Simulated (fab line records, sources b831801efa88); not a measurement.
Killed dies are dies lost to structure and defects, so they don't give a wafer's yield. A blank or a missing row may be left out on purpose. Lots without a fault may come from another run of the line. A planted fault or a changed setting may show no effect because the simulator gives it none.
Chamber matching | flow gf180mcu | GF_V1_CMP_04 on cmp-02: 4 sister chambers
The step polishes SiO2. 4 wafers are shown with their chamber, then 7 later ones without.

WAFERS WITH THEIR CHAMBER
wafer  | chamber | motor_current_A (A)
L891.6 | 0       | 12.6
L892.3 | 2       | 11.9
L895.4 | 3       | 11.9
L895.5 | 1       | 11.4

WAFERS WITHOUT THEIR CHAMBER
wafer  | motor_current_A (A)
L895.6 | 11.0
L899.1 | 12.4
L899.2 | 11.1
L899.4 | 11.5
L902.1 | 12.9
L902.2 | 11.4
L902.3 | 11.8

WHICH CHAMBER EACH WENT THROUGH
wafer  | from the rows above          | in truth
L895.6 | 1                            | 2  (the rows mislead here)
L899.1 | can't be placed: 0 or 2 or 3 | 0
L899.2 | 1                            | 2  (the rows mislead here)
L899.4 | can't be placed: 1 or 2 or 3 | 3
L902.1 | 0                            | 0
L902.2 | 1                            | 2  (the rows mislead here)
L902.3 | can't be placed: 2 or 3 or 1 | 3
Placed correctly: 1 of 7. Can't be placed from these rows: 3 (the true chamber is among the candidates in 3). Placed wrongly: 3.
How it was worked out, from the rows above alone: a wafer's distance from a chamber is the root of the sum, over the readings, of the square of ((its reading less the chamber's mean) divided by the reading's scatter). The wafer belongs to the nearest chamber; if the next one is less than 2 further off, it can't be placed. A chamber's mean is the mean of its shown wafers. The scatter: with one shown wafer a chamber, the root of the mean of the squares of how far each hidden wafer lies from its nearest shown one.
